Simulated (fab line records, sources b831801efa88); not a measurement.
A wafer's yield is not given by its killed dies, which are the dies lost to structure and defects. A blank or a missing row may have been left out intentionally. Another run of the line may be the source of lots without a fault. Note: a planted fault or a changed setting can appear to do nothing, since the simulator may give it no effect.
Which tool is to blame? :: flow sky130 :: 6 lots, 18 wafers sampled, at 2 steps of a route of 708

WHAT EACH GAUGE READ, for each wafer
SKY_POLY_GATE_CD_MEAS_22.
lot: L128
measured: day 17 22:17
on: cd sem-01
cd nm (nm): 143.3 146.1 151.1

lot: L131
measured: day 19 02:23
on: cd sem-02
cd nm (nm): 151.6 146.1 147.0

lot: L134
measured: day 20 03:21
on: cd sem-01
cd nm (nm): 151.1 157.0 155.2

lot: L136
measured: day 20 17:07
on: cd sem-01
cd nm (nm): 146.6 149.9 145.0

lot: L145
measured: day 23 18:13
on: cd sem-01
cd nm (nm): 149.8 152.0 150.0

lot: L147
measured: day 24 15:51
on: cd sem-01
cd nm (nm): 148.7 150.1 147.2

WHAT TOOL EACH LOT RAN ON (gives the tool, then ch and the chambers of the sampled wafers, and finally the start)
lot: L128
SKY_POLY_GATE_STRIP_18: plasma asher-01 ch 0,1, day 17 20:46

lot: L131
SKY_POLY_GATE_STRIP_18: plasma asher-04 ch 0,1, day 19 00:56

lot: L134
SKY_POLY_GATE_STRIP_18: plasma asher-04 ch 0,1, day 20 01:20

lot: L136
SKY_POLY_GATE_STRIP_18: plasma asher-03 ch 0,1, day 20 14:26

lot: L145
SKY_POLY_GATE_STRIP_18: plasma asher-04 ch 0,1, day 23 15:53

lot: L147
SKY_POLY_GATE_STRIP_18: plasma asher-03 ch 0,1, day 24 14:22
- SKY_POLY_GATE_STRIP_18: strips in O2/N2.

THE ANSWER, worked out from the rows above alone
Rule: the lots themselves supply what counts as usual. Put in order of their means at a reading, lots are off if they are a third of the lots or fewer, leave a main group of 4 or more, and stand apart from it by a gap of 3 or more times the standard deviation of the main group's means; of several such gaps the widest counts. A main group whose means are all the same, to the digits that the tables above print for the reading, isn't used. Also off: a lot with no number at a reading for which 4 or more lots have one. All remaining lots with rows at the step are treated as sound.
No lot is off at any reading shown: from this, nothing can be told.

WHAT WAS PUT IN BY THE SIMULATOR
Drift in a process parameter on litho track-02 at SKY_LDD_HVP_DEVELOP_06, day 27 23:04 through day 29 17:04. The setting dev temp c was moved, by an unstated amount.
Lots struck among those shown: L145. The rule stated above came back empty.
